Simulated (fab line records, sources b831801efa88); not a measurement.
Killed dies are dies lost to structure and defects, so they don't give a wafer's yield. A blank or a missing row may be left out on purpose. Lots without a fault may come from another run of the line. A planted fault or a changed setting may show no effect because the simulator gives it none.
Problem report in the 8D (eight disciplines) form, filled by code | flow gf180mcu | the parts of the form that need people (team, actions taken, sign-off) are left out

1. THE PROBLEM
chamber_pressure_pa at GF_M1_SPUTTER_00 reads a mean of 2.270 Pa on 6 wafers of 2 lots; wafers without a fault read 2.000 Pa with a standard deviation of 0.004. That is +68 standard deviations from the usual mean.
The step: material Ti, target thk 37.5 nm, time 150 s.
First seen on wafer L805.2, day 21 14:46, on pvd_sputter-04. The record holds 39 wafers of 13 lots with a number at this step. Rule for "out", or "out of limits": more than 4 standard deviations from the usual mean. The other wafers with a number count as sound.

2. WHAT IT IS AND WHAT IT IS NOT
question                    | is                     | is not
which readings at this step | chamber_pressure_pa    | substrate_temp_c
which lots                  | L805, L806             | L790, L792, L794, L795, L796, L799, L802, L803, L809, L811, L812
which wafers of those lots  | all that have a number | -
read on which tools         | pvd_sputter-04         | pvd_sputter-01, pvd_sputter-03
when                        | from day 21 14:46      | up to then (24 sound wafers); but 9 sound wafers of L809, L811, L812 came after

3. SUSPECTS, AND WHAT RULES EACH OUT
Counting: a tool at a process step up to the reading stays a suspect if it ran every lot that is out and no sound lot after the first of them.
- pvd_sputter-04 at GF_M1_SPUTTER_00 (material Ti, target thk 37.5 nm, time 150 s): kept. It ran every lot that is out, first L805 (day 21 14:46), and no sound lot after that; its last sound lot up to then is L802 (day 20 13:56). Its own readings are out on those wafers: chamber_pressure_pa.
Left after counting: pvd_sputter-04 at GF_M1_SPUTTER_00.

4. THE CAUSE (what the simulator had put in)
Process parameter drift: pvd_sputter-04, from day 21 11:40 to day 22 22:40, at GF_M1_SPUTTER_00. Setting chamber_pressure_pa, moved by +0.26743, from 2. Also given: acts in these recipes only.
Counting left only this tool.

5. THE CHAIN OF EFFECTS, in route order
Each row: a reading whose mean over the struck wafers that have a number lies more than 3 standard deviations from the usual. Only readings for which the record gives a usual standard deviation are gone through. hours: the time from each lot's start at the first step in this table that gives one to its start at this step, as a median over the lots. sigmas: the change in usual standard deviations.
hours | step             | reading             | usual    | on struck wafers | change | sigmas
0     | GF_M1_SPUTTER_00 | chamber_pressure_pa | 2.000 Pa | 2.270            | +0.270 | +68
0     | GF_M1_SPUTTER_00 | throttle_valve_pct  | 29.9 %   | 28.2             | -1.6   | -3.4
The process steps in it:
- GF_M1_SPUTTER_00: material Ti, target thk 37.5 nm, time 150 s.

6. WHAT WOULD HAVE CAUGHT IT SOONER
In this record the first reading out of limits was taken at day 21 14:46, 3 hours after the fault began at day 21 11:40.
